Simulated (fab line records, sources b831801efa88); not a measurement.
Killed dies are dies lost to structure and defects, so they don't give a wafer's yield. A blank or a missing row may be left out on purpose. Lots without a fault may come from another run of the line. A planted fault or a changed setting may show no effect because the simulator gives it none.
Chamber matching | flow sky130 | SKY_VIA4_CMP_02 on cmp-02: 4 sister chambers
The step polishes SiO2. 8 wafers are shown with their chamber, then 12 later ones without.

WAFERS WITH THEIR CHAMBER
wafer  | chamber | motor_current_A (A) | head_pressure_psi (psi)
L089.4 | 3       | 11.0                | 4.014
L090.6 | 1       | 12.6                | 3.992
L092.1 | 2       | 13.6                | 4.011
L092.3 | 1       | 12.1                | 3.997
L092.4 | 0       | 10.3                | 4.003
L094.1 | 3       | 11.5                | 3.993
L094.4 | 2       | 13.8                | 4.003
L094.6 | 0       | 10.5                | 4.005

WAFERS WITHOUT THEIR CHAMBER
wafer  | motor_current_A (A) | head_pressure_psi (psi)
L097.2 | 14.1                | 3.995
L097.4 | 10.6                | 3.995
L097.6 | 11.5                | 4.008
L097.1 | 11.8                | 4.007
L097.3 | 12.8                | 4.012
L097.5 | 13.8                | 3.987
L096.3 | 12.4                | 3.997
L096.4 | 10.9                | 4.005
L096.5 | 12.6                | 3.995
L096.1 | 11.5                | 4.003
L096.2 | 13.1                | 4.001
L096.6 | 13.2                | 3.994

WHICH CHAMBER EACH WENT THROUGH
wafer  | from the rows above     | in truth
L097.2 | 2                       | 2
L097.4 | can't be placed: 0 or 3 | 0
L097.6 | 3                       | 3
L097.1 | can't be placed: 3 or 1 | 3
L097.3 | can't be placed: 1 or 2 | 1
L097.5 | 2                       | 2
L096.3 | 1                       | 1
L096.4 | can't be placed: 3 or 0 | 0
L096.5 | 1                       | 1
L096.1 | 3                       | 3
L096.2 | can't be placed: 2 or 1 | 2
L096.6 | can't be placed: 2 or 1 | 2
Placed correctly: 6 of 12. Can't be placed from these rows: 6 (the true chamber is among the candidates in 6). Placed wrongly: 0.
How it was worked out, from the rows above alone: a wafer's distance from a chamber is the root of the sum, over the readings, of the square of ((its reading less the chamber's mean) divided by the reading's scatter). The wafer belongs to the nearest chamber; if the next one is less than 2 further off, it can't be placed. A chamber's mean is the mean of its shown wafers. The scatter: the root of (the sum of the squares of (reading less its chamber's mean) over the shown wafers, divided by (wafers less chambers)).
